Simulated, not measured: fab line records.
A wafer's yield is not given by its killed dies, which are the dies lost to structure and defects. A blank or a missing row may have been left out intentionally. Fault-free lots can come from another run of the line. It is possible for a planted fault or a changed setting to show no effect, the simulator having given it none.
Lot-split experiment    flow sfq line    on a route of 325 steps: 5 lots, 23 wafers read

== THE SPLIT ==
At SFQ_TRILAYER_I5_ETCH_VIA_ETCH_147 (etches the open film in CHF3, stops on Nb, target depth 360 nm), the setting bias w was moved away from the recipe's 80 W on 10 of the 23 wafers read, by -12.0% to +4.2%. All remaining wafers had this setting at the recipe value.

The reading comes from the split's own step.

== THE READING ==
oes product au, in a.u., at SFQ_TRILAYER_I5_ETCH_VIA_ETCH_147 (etches the open film in CHF3, stops on Nb, target depth 360 nm). Fault-free wafers of this fab line usually give 0.990 a.u., standard deviation 0.0066 a.u.

wafer   tool, chamber at the split  bias w as run, W  against the recipe  oes product au, a.u.  against lot-mates on the recipe
L074.1  rie diel-04, 1              80                recipe              0.999                 -
L074.2  rie diel-04, 3              80                recipe              0.992                 -
L074.4  rie diel-04, 2              71.46             -10.7%              0.970                 -0.026
L074.5  rie diel-04, 2              71.46             -10.7%              0.961                 -0.035
L074.6  rie diel-04, 3              71.46             -10.7%              0.983                 -0.013
L075.1  rie diel-03, 1              80                recipe              0.993                 -
L075.2  rie diel-03, 2              75.88             -5.2%               0.978                 -0.011
L075.3  rie diel-03, 0              80                recipe              0.987                 -
L075.4  rie diel-03, 3              80                recipe              0.987                 -
L075.6  rie diel-03, 2              75.88             -5.2%               0.971                 -0.018
L080.1  rie diel-01, 1              80                recipe              0.995                 -
L080.2  rie diel-01, 0              70.4              -12.0%              0.973                 -0.021
L080.4  rie diel-01, 3              70.4              -12.0%              0.962                 -0.032
L080.5  rie diel-01, 0              70.4              -12.0%              0.976                 -0.018
L080.6  rie diel-01, 3              80                recipe              0.992                 -
L083.3  rie diel-01, 3              80                recipe              0.985                 -
L083.4  rie diel-01, 2              80                recipe              0.990                 -
L083.6  rie diel-01, 2              80                recipe              0.981                 -
L085.2  rie diel-01, 2              83.34             +4.2%               0.988                 +0.006
L085.3  rie diel-01, 3              80                recipe              0.981                 -
L085.4  rie diel-01, 0              80                recipe              0.981                 -
L085.5  rie diel-01, 1              80                recipe              0.985                 -
L085.6  rie diel-01, 0              83.34             +4.2%               0.996                 +0.014

THE FIT
A straight line over all 23 wafers: oes product au changes by +0.00152 a.u. for each +1% of bias w; r = +0.79; the points scatter about the line by 0.0065 a.u.
The same after taking each lot's own level away (the mean of its wafers on the recipe; 23 wafers): +0.00212 a.u. for each +1%; r = +0.92; scatter 0.0052 a.u.
According to that fit, moving bias w by its largest amount changes the reading by 0.025 a.u.
From 0.9823 to 0.9955 a.u.: that is the span of the lots' own levels, equal to 2.0 times the standard deviation above.
So the lot-to-lot level blurs the effect unless lot-mates are compared.
Check: for one of the wafers moved furthest among these (-12.0%), held out of the fit, the line's prediction against its lot-mates is -0.0266 a.u. It came out at -0.0205 a.u. against them.
Tool readings at the split's step, against how far the setting was moved: oes product au r = +0.79.

== FURTHER SPLITS ON THESE WAFERS ==
These wafers also went through other splits before the reading. Each is held against what the fit with the lots' levels taken away leaves over:
other split on the same wafers         wafers away from the commonest value  r with oes product au (lot level and that fit taken away)
SFQ_TRILAYER_A5C_DEP_PECVD_142 time s  12                                    -0.02

== THE WHOLE CHAIN: every reading that the file lists as answering this split, in the file's order ==
step                               what it does                                                    reading                                                               change (the file's fit)                    r (the file's)
SFQ_TRILAYER_I5_ETCH_VIA_ETCH_147  etches the open film in CHF3, stops on Nb, target depth 360 nm  oes product au                                                        +0.00214 a.u. for each +1% of the setting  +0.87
SFQ_TRILAYER_I5_ETCH_VIA_ETCH_147  etches the open film in CHF3, stops on Nb, target depth 360 nm  I5.feature depth nm (the simulator's own value, which no gauge read)  +1.49 nm for each +1% of the setting       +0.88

== THE FILE'S OWN FIT ==
oes product au changes by +0.00214 a.u. for each +1% of bias w, r = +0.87.
